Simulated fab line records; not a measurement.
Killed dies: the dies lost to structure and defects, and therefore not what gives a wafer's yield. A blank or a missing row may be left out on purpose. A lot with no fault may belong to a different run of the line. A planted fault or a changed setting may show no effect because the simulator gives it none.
Which of the tools did it? | flow gf180mcu | 36 wafers from 12 lots sampled at 6 of the route's 602 steps

## WHAT EACH GAUGE READ, for each wafer
GF_VT_IMPLANT_RS_MEAS_46: measures by four-point-probe. Usual: for MVSD_RS the level is 456.1 ohm/sq and the standard deviation is 1.1.
lot  | measured     | on            | MVSD_RS (ohm/sq)  | flag
L995 | day 7 14:47  | film-metro-04 | 455.6 456.9 455.2 |
L997 | day 8 09:16  | film-metro-01 | 456.1 456.1 456.5 |
L998 | day 8 12:30  | film-metro-03 | 456.5 457.3 455.6 |
L999 | day 8 18:41  | film-metro-01 | 455.9 457.2 456.8 |
L101 | day 9 08:14  | film-metro-04 | 456.4 455.7 456.1 |
L104 | day 10 03:37 | film-metro-03 | 454.8 455.0 453.7 |
L106 | day 10 21:13 | film-metro-01 | 456.5 455.8 454.9 |
L111 | day 12 09:07 | film-metro-03 | 457.5 459.2 458.3 |
L112 | day 12 15:20 | film-metro-04 | 453.0 454.5 454.5 |
L113 | day 12 23:25 | film-metro-03 | 456.0 456.0 457.1 |
L114 | day 13 06:51 | film-metro-04 | 455.7 456.3 455.9 |
L117 | day 13 23:17 | film-metro-01 | 457.6 456.1 457.8 |

GF_DUAL_GATE_OVL_MEAS_11. Usual: for DUAL_GATE_OVL the level is 0.3 nm and the standard deviation is 1.5.
lot  | measured     | on         | DUAL_GATE_OVL (nm) | flag
L995 | day 8 08:25  | overlay-01 | -1.5 1.4 0.3       |
L997 | day 9 03:09  | overlay-01 | 1.4 -2.1 1.9       |
L998 | day 9 07:26  | overlay-01 | -0.2 -0.4 -0.6     |
L999 | day 9 13:24  | overlay-02 | 0.8 0.3 1.2        |
L101 | day 10 05:32 | overlay-01 | 0.5 -0.8 -0.7      |
L104 | day 11 00:57 | overlay-02 | 2.4 1.8 3.2        |
L106 | day 11 18:46 | overlay-02 | 1.3 1.3 1.9        |
L111 | day 13 07:36 | overlay-01 | 2.0 2.3 4.0        |
L112 | day 13 13:59 | overlay-02 | 0.3 0.5 -2.1       |
L113 | day 13 22:08 | overlay-01 | 1.7 0.4 1.0        |
L114 | day 14 05:49 | overlay-01 | 1.4 0.3 0.8        |
L117 | day 15 04:09 | overlay-02 | -1.4 -0.2 -0.4     |

GF_POLY_GATE_CD_MEAS_10: target cd 280 nm. Usual: 279.6 nm for cd-nm, sd 1.1.
lot  | measured     | on        | cd-nm (nm)        | flag
L995 | day 9 04:36  | cd-sem-02 | 279.6 279.4 280.9 |
L997 | day 10 01:29 | cd-sem-02 | 279.3 280.2 278.9 |
L998 | day 10 04:15 | cd-sem-02 | 277.4 278.1 278.8 |
L999 | day 10 10:59 | cd-sem-02 | 278.9 277.1 277.9 |
L101 | day 11 04:11 | cd-sem-01 | 280.3 280.7 281.0 |
L104 | day 11 23:19 | cd-sem-01 | 278.6 276.4 279.8 |
L106 | day 12 17:34 | cd-sem-01 | 279.4 279.0 279.3 |
L111 | day 14 09:02 | cd-sem-01 | 280.7 279.1 279.7 |
L112 | day 14 15:02 | cd-sem-01 | 279.7 279.5 279.1 |
L113 | day 15 03:20 | cd-sem-01 | 280.8 280.3 281.0 |
L114 | day 15 10:30 | cd-sem-01 | 279.2 279.4 278.8 |
L117 | day 16 07:31 | cd-sem-01 | 282.9 280.7 282.5 |

GF_PSD_RS_MEAS_14: measures by four-point-probe. Usual: for NSD_RS the level is 46.08 ohm/sq and the standard deviation is 0.076.
lot  | measured     | on            | NSD_RS (ohm/sq)   | flag
L995 | day 14 04:19 | film-metro-03 | 46.05 46.10 46.05 |
L997 | day 15 04:20 | film-metro-02 | 46.05 46.10 46.17 |
L998 | day 15 11:20 | film-metro-02 | 46.07 46.00 45.99 |
L999 | day 15 17:45 | film-metro-03 | 46.07 46.04 46.11 |
L101 | day 16 13:18 | film-metro-03 | 46.18 46.08 46.21 |
L104 | day 17 13:13 | film-metro-02 | 44.47 44.64 44.52 | OFF
L106 | day 18 11:47 | film-metro-01 | 44.52 44.56 44.57 | OFF
L111 | day 20 11:58 | film-metro-02 | 45.87 46.02 45.96 |
L112 | day 20 18:29 | film-metro-02 | 45.97 46.07 46.09 |
L113 | day 21 06:31 | film-metro-03 | 46.10 46.14 46.15 |
L114 | day 21 13:39 | film-metro-02 | 46.16 46.03 46.12 |
L117 | day 22 12:13 | film-metro-03 | 46.05 46.11 46.00 |

## WHAT TOOL EACH LOT RAN ON (gives the tool, then ch and the chambers of the sampled wafers, and finally the start)
lot  | GF_NSD_IMPLANT_09               | GF_NSD_STRIP_11
L995 | implanter-04 ch 0, day 13 06:43 | plasma-asher-01 ch 0,1, day 13 06:59
L997 | implanter-04 ch 0, day 14 07:03 | plasma-asher-01 ch 0,1, day 14 07:21
L998 | implanter-03 ch 0, day 14 13:14 | plasma-asher-02 ch 0,1, day 14 13:32
L999 | implanter-04 ch 0, day 14 19:14 | plasma-asher-03 ch 0,1, day 14 19:32
L101 | implanter-03 ch 0, day 15 14:44 | plasma-asher-02 ch 0,1, day 15 15:02
L104 | implanter-03 ch 0, day 16 14:05 | plasma-asher-03 ch 0, day 16 14:21
L106 | implanter-03 ch 0, day 17 11:33 | plasma-asher-03 ch 0,1, day 17 11:50
L111 | implanter-02 ch 0, day 19 11:02 | plasma-asher-03 ch 0,1, day 19 11:19
L112 | implanter-04 ch 0, day 19 17:33 | plasma-asher-01 ch 0,1, day 19 17:51
L113 | implanter-03 ch 0, day 20 05:30 | plasma-asher-01 ch 0,1, day 20 05:47
L114 | implanter-04 ch 0, day 20 12:59 | plasma-asher-01 ch 0,1, day 20 13:14
L117 | implanter-02 ch 0, day 21 12:03 | plasma-asher-01 ch 0,1, day 21 12:20
- GF_NSD_IMPLANT_09
- GF_NSD_STRIP_11: strips in O2/N2.

## WHAT THE TOOLS THEMSELVES READ (means of the sampled wafers that have a number; where no wafer has one, the mark that the record gives instead)
GF_NSD_IMPLANT_09. Usual: beam-on-s 18.8 s, standard deviation 0.85; dose-ions-cm2 3.999e+15, standard deviation 4.7e+12; tilt-deg 6.998 degrees, standard deviation 0.026.
lot  | tool         | beam-on-s (s) | dose-ions-cm2 | tilt-deg (degrees) | flag
L995 | implanter-04 | 18.6          | 3.995e+15     | 7.034              |
L997 | implanter-04 | 18.3          | 4.005e+15     | 6.997              |
L998 | implanter-03 | 18.2          | 4.001e+15     | 6.969              |
L999 | implanter-04 | 18.3          | 3.996e+15     | 6.996              |
L101 | implanter-03 | 18.4          | 4.001e+15     | 7.006              |
L104 | implanter-03 | 27.6          | 6.014e+15     | 6.969              | OFF
L106 | implanter-03 | 28.0          | 6.003e+15     | 6.983              | OFF
L111 | implanter-02 | 20.3          | 3.996e+15     | 7.029              |
L112 | implanter-04 | 18.3          | 4.001e+15     | 7.004              |
L113 | implanter-03 | 18.4          | 4.001e+15     | 7.036              |
L114 | implanter-04 | 18.6          | 4.002e+15     | 7.048              |
L117 | implanter-02 | 20.1          | 3.993e+15     | 6.996              |

GF_NSD_STRIP_11. Usual: drypump-motor-current-A 5.7 A, standard deviation 0.6; heater-power-w 342 W, standard deviation 28; o2-flow-sccm 3000 sccm, standard deviation 8.1; oes-product-au 0.487 a.u., standard deviation 0.0043; strip-time-to-endpoint-s 22.97 s, standard deviation 0.043.
lot  | tool            | drypump-motor-current-A (A) | heater-power-w (W) | o2-flow-sccm (sccm) | oes-product-au (a.u.) | strip-time-to-endpoint-s (s) | flag
L995 | plasma-asher-01 | 6.1                         | 359                | 3008                | 0.487                 | 22.92                        |
L997 | plasma-asher-01 | 6.1                         | 355                | 2998                | 0.484                 | 22.97                        |
L998 | plasma-asher-02 | 5.2                         | 327                | 2999                | 0.487                 | 22.98                        |
L999 | plasma-asher-03 | 6.3                         | 334                | 2994                | 0.491                 | 22.93                        |
L101 | plasma-asher-02 | 5.1                         | 332                | 3001                | 0.488                 | 23.02                        |
L104 | plasma-asher-03 | 6.1                         | 323                | 3004                | 0.475                 | 23.88                        | OFF
L106 | plasma-asher-03 | 6.5                         | 330                | 3001                | 0.478                 | 23.95                        | OFF
L111 | plasma-asher-03 | 6.4                         | 345                | 3001                | 0.490                 | 23.02                        |
L112 | plasma-asher-01 | 6.1                         | 360                | 2999                | 0.488                 | 22.97                        |
L113 | plasma-asher-01 | 5.8                         | 381                | 3003                | 0.488                 | 22.97                        |
L114 | plasma-asher-01 | 6.1                         | 358                | 3010                | 0.489                 | 23.03                        |
L117 | plasma-asher-01 | 6.1                         | 359                | 2997                | 0.489                 | 23.03                        |

## THE ANSWER, worked out from the rows above alone
Rule: a lot counts as off when the mean over its wafers that have a number is more than 3 standard deviations away from the usual mean. A lot without any number at a reading at which 4 lots or more have one is off too. Where the step has rows for the other lots, those lots are counted as sound. First the gauges in route order, then the tools' own readings, where a lot's mean is used as printed above. At the first step where some lot is off, the reading lying furthest off is the one used; lots without a number count as furthest.
Off: L104, L106, seen at GF_PSD_RS_MEAS_14 (NSD_RS).
A tool fits if, at a process step before that reading, it ran every lot that is off, and no sound lot after the first of them. The gauges at GF_PSD_RS_MEAS_14 aren't tried: what is off there is off at GF_NSD_IMPLANT_09 too, on other tools, and a gauge's error can't cause that. Of those tried, none fits.

## WHAT THE SIMULATOR HAD PUT IN
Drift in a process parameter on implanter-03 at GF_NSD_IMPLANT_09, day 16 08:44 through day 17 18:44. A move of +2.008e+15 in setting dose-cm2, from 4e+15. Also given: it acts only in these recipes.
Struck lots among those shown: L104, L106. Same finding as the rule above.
